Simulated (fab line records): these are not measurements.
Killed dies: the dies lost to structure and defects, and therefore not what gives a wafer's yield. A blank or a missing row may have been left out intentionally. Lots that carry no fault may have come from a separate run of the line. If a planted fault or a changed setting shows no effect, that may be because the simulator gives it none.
Struck lot and sound lot, side by side	flow sky130	14 out of 708 route steps
Sound: the wafers L865.1, L865.2, L865.6. Struck: wafers L857.4, L857.5, L857.6. At the end, the cause is stated.
At each step with rows: each side's tool, then ch and its chambers, then its first start. Under that, the readings that differ: sound wafers	struck wafers	difference of the means	sigmas: that difference in standard deviations of wafers without a fault.
alike: same words and numbers on both sides, and readings whose means sit less than 2 such deviations apart. not compared: any withheld reading, any reading some wafer has no value for, any bound like >300 that may hide the same value, and any number with overlapping values for which the record gives no deviation.
A row with sigmas, a row that says differs or no value, or rows on one side alone: a step with any of these is where the two part. Non-overlapping numbers with no deviation appear without sigmas and do not part them. Lack of a reading on every wafer of one side parts them only where that side has two or more wafers.

SKY_VIA2_SPUTTER_20: material TiN, target thk 20 nm, time 80 s.
  sound on pvdSputter-04 at day 41 15:34; struck on pvdSputter-04 at day 39 08:29
  alike: cathodeDcPowerW, chamberPressurePa, throttleValvePct
SKY_VIA2_CVD_21: deposits W, target thk 420 nm, time 126.4 s.
  sound on cvdW-02 ch 0,1, day 41 15:38; struck on cvdW-02 ch 0, day 39 08:41
  alike: heaterPowerW
SKY_VIA2_RS_MEAS_22: measures by four-point-probe.
  sound on filmMetro-02 at day 41 15:46; struck on filmMetro-02 at day 39 08:52
  alike: VIA2_W_RS
SKY_VIA2_THK_MEAS_23: measures by xrf.
  sound on filmMetro-02 at day 41 15:53; struck on filmMetro-02 at day 39 08:58
  alike: VIA2_W_THK
then, 2 steps without rows for these wafers: SKY_VIA2_CMP_24 (polishes, stops on SiO2, t overpolish 20 s, target thk 0 nm); SKY_METAL3_SPUTTER_00 (material Ti, target thk 15 nm, time 10 s).
SKY_METAL3_SPUTTER_01: material TiN, target thk 20 nm, time 16.7 s.
  sound on pvdSputter-02 at day 41 16:16; struck on pvdSputter-01 at day 39 09:19
  alike: cathodeDcPowerW, chamberPressurePa, throttleValvePct
then, 1 step without rows for these wafers: SKY_METAL3_SPUTTER_02 (material AlCu, target thk 735 nm, time 39.1 s).
SKY_METAL3_SPUTTER_03: material Ti, target thk 5 nm, time 3.3 s.
  sound on pvdSputter-02 at day 41 16:19; struck on pvdSputter-01 at day 39 09:23
reading	sound	struck	difference	sigmas
cathodeDcPowerW (W)	3001.0 3000.7 3000.9	2999.5 2999.1 2999.6	-1.5	-3
  alike: chamberPressurePa, throttleValvePct
SKY_METAL3_SPUTTER_04: material TiN, target thk 70 nm, time 58.3 s.
  sound on pvdSputter-02 at day 41 16:20; struck on pvdSputter-01 at day 39 09:24
  alike: cathodeDcPowerW, chamberPressurePa, throttleValvePct
then, 1 step without rows for these wafers: SKY_CAPM_CVD_00 (deposits SiO2, target thk 15.5 nm).
SKY_CAPM_THK_MEAS_01:
  sound on filmMetro-01 at day 41 16:25; struck on filmMetro-02 at day 39 09:30
  alike: CAPM_CVD_00_THK
SKY_CAPM_SPUTTER_02: material TiN, target thk 200 nm, time 166.7 s.
  sound on pvdSputter-04 at day 41 16:28; struck on pvdSputter-01 at day 39 09:32
  no value came back on the struck wafers for cathodeDcPowerW (W), chamberPressurePa (Pa), throttleValvePct (%); on the sound wafers cathodeDcPowerW (W) reads 6500.3 6500.8 6501.6
SKY_CAPM_RS_MEAS_03: measures by four-point-probe.
  sound on filmMetro-01 at day 41 16:35; struck on filmMetro-03 at day 39 09:59
reading	sound	struck	difference	sigmas
CAPM_TIN_RS (ohm/sq)	6.80 6.88 6.83	- - -	no value on the struck wafers	
  not compared: hold

## WHERE THEY PART
Last at SKY_CAPM_RS_MEAS_03 as far as this record goes, first at SKY_METAL3_SPUTTER_03.

WHY: what had been put in by the simulator
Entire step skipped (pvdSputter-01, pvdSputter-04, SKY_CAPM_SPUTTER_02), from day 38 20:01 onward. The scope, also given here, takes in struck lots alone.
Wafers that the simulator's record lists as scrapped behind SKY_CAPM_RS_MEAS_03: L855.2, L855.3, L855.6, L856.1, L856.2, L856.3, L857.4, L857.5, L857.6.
